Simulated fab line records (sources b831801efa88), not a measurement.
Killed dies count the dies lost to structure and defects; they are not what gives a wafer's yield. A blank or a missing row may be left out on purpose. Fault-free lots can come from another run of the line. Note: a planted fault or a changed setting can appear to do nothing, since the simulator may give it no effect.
A single fault, viewed from 2 desks | flow sky130 | only its own numbers are on each desk; what lay behind them is given at the end

FOR THE TOOL OWNER'S DESK: pvd_sputter-04
At SKY_LOCAL_INTERCONNECT_SPUTTER_00 (material TiN, target thk 100 nm, time 83.3 s) the tool's own readings: per lot run on this tool, the mean of the sampled wafers that have a number. Marked OUT: a lot whose mean sits more than 4 standard deviations from the usual mean, which makes it out of limits; the brackets give that distance.
Columns: A = susceptor_temp_C at SKY_LOCAL_INTERCONNECT_SPUTTER_00, usual 300.01 C; B = throttle_valve_pct at SKY_LOCAL_INTERCONNECT_SPUTTER_00, usual 30.0 %
lot  | first seen here | A      | B
L136 | day 31 00:05    | 299.84 | 30.1
L138 | day 31 03:56    | 299.89 | 30.4
L139 | day 31 19:18    | 299.94 | 30.4
L141 | day 32 07:37    | 300.06 | 30.5
L142 | day 32 22:45    | 300.01 | 29.9
L152 | day 36 15:46    | 299.83 | 29.9
L153 | day 36 18:40    | 299.93 | 29.9
L155 | day 36 22:30    | 300.00 | 30.8
L156 | day 37 05:26    | 299.97 | 30.4
This desk's verdict: no lot among the 9 shows anything out of limits.

FROM THE METROLOGY DESK
Means of the sampled wafers that have a number, per lot and without regard to the tool the lot ran on: this is what the gauges read. Marked OUT: a lot whose mean sits more than 4 standard deviations from the usual mean, which makes it out of limits; the brackets give that distance.
Columns: A = SD_P_TW at SKY_SD_P_TW_MEAS_11, usual 2816; B = cd_nm at SKY_SD_N_CD_MEAS_07, usual 380.3 nm; C = LOCAL_INTERCONNECT_TIN_RS at SKY_LOCAL_INTERCONNECT_RS_MEAS_01, usual 14.23 ohm/sq; D = LOCAL_INTERCONNECT_TIN_THK at SKY_LOCAL_INTERCONNECT_THK_MEAS_02, usual 98.8 nm; E = CONTACT_CVD_00_THK at SKY_CONTACT_THK_MEAS_01, usual 75.0 nm
lot  | first seen here | A    | B     | C     | D     | E
L136 | day 27 07:54    | 2827 | 383.1 | 14.23 | 98.7  | 75.2
L138 | day 27 09:56    | 2824 | 376.6 | 14.51 | 97.6  | 75.6
L139 | day 28 02:21    | 2796 | 379.3 | 14.16 | 99.0  | 75.6
L141 | day 28 16:14    | 2785 | 382.9 | 14.76 | 94.8  | 73.4
L142 | day 29 08:00    | 2817 | 379.7 | 14.51 | 96.5  | 75.4
L143 | day 29 18:10    | 2830 | 376.1 | 14.02 | 99.8  | 75.0
L150 | day 32 18:35    | 2831 | 381.1 | 13.96 | 100.4 | 75.9
L152 | day 33 04:05    | 2835 | 379.3 | 14.52 | 97.4  | 74.3
L153 | day 33 08:54    | 2807 | 381.9 | 14.28 | 98.3  | 74.9
L155 | day 33 13:08    | 2796 | 381.5 | 14.10 | 99.7  | 75.4
L156 | day 33 19:41    | 2811 | 377.6 | 14.33 | 98.0  | 75.8
This desk's verdict: no lot among the 11 shows anything out of limits.

PUT TOGETHER
Nothing out of limits was seen by the tool owner's desk.
At the metrology desk, nothing out of limits was observed.

WHAT HAD BEEN PUT IN BY THE SIMULATOR
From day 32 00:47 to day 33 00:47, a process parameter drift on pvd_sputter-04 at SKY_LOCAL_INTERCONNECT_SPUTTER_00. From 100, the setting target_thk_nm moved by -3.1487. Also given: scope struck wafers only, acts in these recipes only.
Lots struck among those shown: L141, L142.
